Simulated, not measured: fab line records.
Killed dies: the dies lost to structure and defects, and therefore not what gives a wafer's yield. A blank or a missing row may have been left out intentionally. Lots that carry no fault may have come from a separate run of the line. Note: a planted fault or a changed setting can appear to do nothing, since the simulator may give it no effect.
Split-lot trial + flow gf180mcu + 23 wafers read from 5 lots, route of 602 steps

== ON THE SPLIT ==
At GF_M2_SPUTTER_00 (material Ti, target thk 37.5 nm, time 150 s), the setting chamber pressure pa was moved away from the recipe's 2 Pa on 10 of the 23 wafers read, by -11.0% to +8.9%. The other wafers ran this setting at the recipe's value.

The split's own step is where the reading is taken.

== THE READING ==
Ti_of_M2_SPUTTER_00.thk nm (the simulator's own value, which no gauge read), in nm, at GF_M2_SPUTTER_00 (material Ti, target thk 37.5 nm, time 150 s). The file does not state a usual value for it. Here, 13 wafers ran the recipe; their average is 37.85 nm with a standard deviation of 0.49 nm.

| wafer  | tool, chamber at the split | chamber pressure pa as run, Pa | against the recipe | Ti_of_M2_SPUTTER_00.thk nm, nm | against lot-mates on the recipe |
|--------|----------------------------|--------------------------------|--------------------|--------------------------------|---------------------------------|
| L075.1 | pvd sputter-04, -          | 1.781                          | -11.0%             | 40.22                          | no lot-mate on the recipe       |
| L075.2 | pvd sputter-04, -          | 1.781                          | -11.0%             | 40.01                          | no lot-mate on the recipe       |
| L075.4 | pvd sputter-04, -          | 1.781                          | -11.0%             | 40.27                          | no lot-mate on the recipe       |
| L075.5 | pvd sputter-04, -          | 1.781                          | -11.0%             | 39.9                           | no lot-mate on the recipe       |
| L075.6 | pvd sputter-04, -          | 1.781                          | -11.0%             | 40.04                          | no lot-mate on the recipe       |
| L078.2 | pvd sputter-04, -          | 2                              | recipe             | 37.3                           | -                               |
| L078.4 | pvd sputter-04, -          | 2                              | recipe             | 37.16                          | -                               |
| L078.6 | pvd sputter-04, -          | 2                              | recipe             | 37.06                          | -                               |
| L077.1 | pvd sputter-04, -          | 2.178                          | +8.9%              | 36.02                          | no lot-mate on the recipe       |
| L077.2 | pvd sputter-04, -          | 2.178                          | +8.9%              | 35.7                           | no lot-mate on the recipe       |
| L077.3 | pvd sputter-04, -          | 2.178                          | +8.9%              | 35.69                          | no lot-mate on the recipe       |
| L077.4 | pvd sputter-04, -          | 2.178                          | +8.9%              | 35.94                          | no lot-mate on the recipe       |
| L077.6 | pvd sputter-04, -          | 2.178                          | +8.9%              | 35.23                          | no lot-mate on the recipe       |
| L081.2 | pvd sputter-01, -          | 2                              | recipe             | 38.23                          | -                               |
| L081.3 | pvd sputter-01, -          | 2                              | recipe             | 38.09                          | -                               |
| L081.4 | pvd sputter-01, -          | 2                              | recipe             | 38.78                          | -                               |
| L081.5 | pvd sputter-01, -          | 2                              | recipe             | 38.42                          | -                               |
| L081.6 | pvd sputter-01, -          | 2                              | recipe             | 38.19                          | -                               |
| L082.1 | pvd sputter-03, -          | 2                              | recipe             | 37.75                          | -                               |
| L082.2 | pvd sputter-03, -          | 2                              | recipe             | 37.54                          | -                               |
| L082.3 | pvd sputter-03, -          | 2                              | recipe             | 37.56                          | -                               |
| L082.5 | pvd sputter-03, -          | 2                              | recipe             | 37.96                          | -                               |
| L082.6 | pvd sputter-03, -          | 2                              | recipe             | 37.98                          | -                               |

THE FIT
A straight line over all 23 wafers: Ti_of_M2_SPUTTER_00.thk nm changes by -0.219 nm for each +1% of chamber pressure pa; r = -0.96; the points scatter about the line by 0.42 nm.
Too few moved wafers have a lot-mate on the recipe to fit a line with each lot's own level taken away.

== FILE'S OWN FIT ==
Ti_of_M2_SPUTTER_00.thk nm changes by -0.219 nm for each +1% of chamber pressure pa, r = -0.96.
